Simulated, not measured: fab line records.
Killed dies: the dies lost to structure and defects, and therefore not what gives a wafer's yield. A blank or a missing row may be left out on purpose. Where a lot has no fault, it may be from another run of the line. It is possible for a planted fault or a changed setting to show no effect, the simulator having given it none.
Split-lot trial | flow sfq-line | 23 wafers read across 5 lots, on a route 325 steps long

== THE SPLIT ITSELF ==
At SFQ_TRILAYER_I7_VIA_LITHO_COAT_192 (resist thk 62 nm), the setting resist-thk-nm was moved away from the recipe's 62 nm on 5 of the 23 wafers read, by -2.7% to +1.9%. This setting was run at the recipe's value on the other wafers.

The split's own step is where the reading is taken.

== THE READING ==
BARC_of_TRILAYER_I7_VIA_LITHO_COAT_192.thk-nm (the simulator's own value, which no gauge read), in nm, at SFQ_TRILAYER_I7_VIA_LITHO_COAT_192 (resist thk 62 nm). The file does not state a usual value for it. Average 61.85 nm, standard deviation 0.14 nm, over the 18 wafers here run with the recipe.

wafer  | tool, chamber at the split | resist-thk-nm as run, nm | against the recipe | BARC_of_TRILAYER_I7_VIA_LITHO_COAT_192.thk-nm, nm | against lot-mates on the recipe
L078.2 | litho-track-04, 0          | 60.35                    | -2.7%              | 60.05                                             | -1.62
L078.3 | litho-track-04, 0          | 62                       | recipe             | 61.57                                             | -
L078.4 | litho-track-04, 0          | 60.35                    | -2.7%              | 60.08                                             | -1.59
L078.5 | litho-track-04, 0          | 62                       | recipe             | 61.76                                             | -
L078.6 | litho-track-04, 0          | 60.35                    | -2.7%              | 59.99                                             | -1.67
L079.1 | litho-track-04, 0          | 62                       | recipe             | 61.77                                             | -
L079.2 | litho-track-04, 0          | 62                       | recipe             | 61.77                                             | -
L079.3 | litho-track-04, 0          | 62                       | recipe             | 61.61                                             | -
L081.1 | litho-track-03, 0          | 62                       | recipe             | 61.89                                             | -
L081.2 | litho-track-03, 0          | 62                       | recipe             | 61.94                                             | -
L081.4 | litho-track-03, 0          | 62                       | recipe             | 61.72                                             | -
L081.5 | litho-track-03, 0          | 63.19                    | +1.9%              | 63.18                                             | +1.33
L081.6 | litho-track-03, 0          | 63.19                    | +1.9%              | 63.09                                             | +1.24
L083.1 | litho-track-01, 0          | 62                       | recipe             | 61.87                                             | -
L083.3 | litho-track-01, 0          | 62                       | recipe             | 62.12                                             | -
L083.4 | litho-track-01, 0          | 62                       | recipe             | 61.9                                              | -
L083.5 | litho-track-01, 0          | 62                       | recipe             | 62                                                | -
L083.6 | litho-track-01, 0          | 62                       | recipe             | 61.79                                             | -
L084.1 | litho-track-01, 0          | 62                       | recipe             | 61.83                                             | -
L084.2 | litho-track-01, 0          | 62                       | recipe             | 62.02                                             | -
L084.3 | litho-track-01, 0          | 62                       | recipe             | 61.94                                             | -
L084.5 | litho-track-01, 0          | 62                       | recipe             | 61.94                                             | -
L084.6 | litho-track-01, 0          | 62                       | recipe             | 61.88                                             | -

THE FIT
A straight line over all 23 wafers: BARC_of_TRILAYER_I7_VIA_LITHO_COAT_192.thk-nm changes by +0.677 nm for each +1% of resist-thk-nm; r = +0.99; the points scatter about the line by 0.13 nm.
The same after taking each lot's own level away (the mean of its wafers on the recipe; 23 wafers): +0.628 nm for each +1%; r = +0.99; scatter 0.09 nm.
According to that fit, moving resist-thk-nm by its largest amount changes the reading by 1.7 nm.
From 61.665 to 61.936 nm: that is the span of the lots' own levels, equal to 2.0 times the standard deviation above.
Hence the lot-to-lot level has little effect on the slope; both slopes agree.
Check: for one of the wafers moved furthest among these (-2.7%), held out of the fit, the line's prediction against its lot-mates is -1.67 nm. Against them it came out at -1.62 nm.

== OTHER SPLITS ON THESE WAFERS ==
These wafers also went through other splits before the reading. Each is held against what the fit with the lots' levels taken away leaves over:
other split on the same wafers               | wafers away from the commonest value | r with BARC_of_TRILAYER_I7_VIA_LITHO_COAT_192.thk-nm (lot level and that fit taken away)
SFQ_TRILAYER_C5_LITHO_PEB_154 peb-temp-c     | 7                                    | -0.19
SFQ_TRILAYER_M6_DEP_SPUTTER_157 time-s       | 12                                   | -0.65
SFQ_TRILAYER_M6_LITHO_COAT_159 resist-thk-nm | 11                                   | +0.06
SFQ_TRILAYER_M6_LITHO_PEB_162 peb-temp-c     | 7                                    | +0.14
SFQ_TRILAYER_I6_VIA_LITHO_COAT_174 spin-rpm  | 8                                    | +0.10
SFQ_TRILAYER_I6_VIA_LITHO_PEB_172 peb-temp-c | 9                                    | -0.01
SFQ_TRILAYER_M7_LITHO_COAT_177 resist-thk-nm | 5                                    | +0.27
SFQ_TRILAYER_M7_LITHO_PEB_180 peb-time-s     | 4                                    | -0.38

== THE FILE'S OWN FIT ==
BARC_of_TRILAYER_I7_VIA_LITHO_COAT_192.thk-nm changes by +0.63 nm for each +1% of resist-thk-nm, r = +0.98.
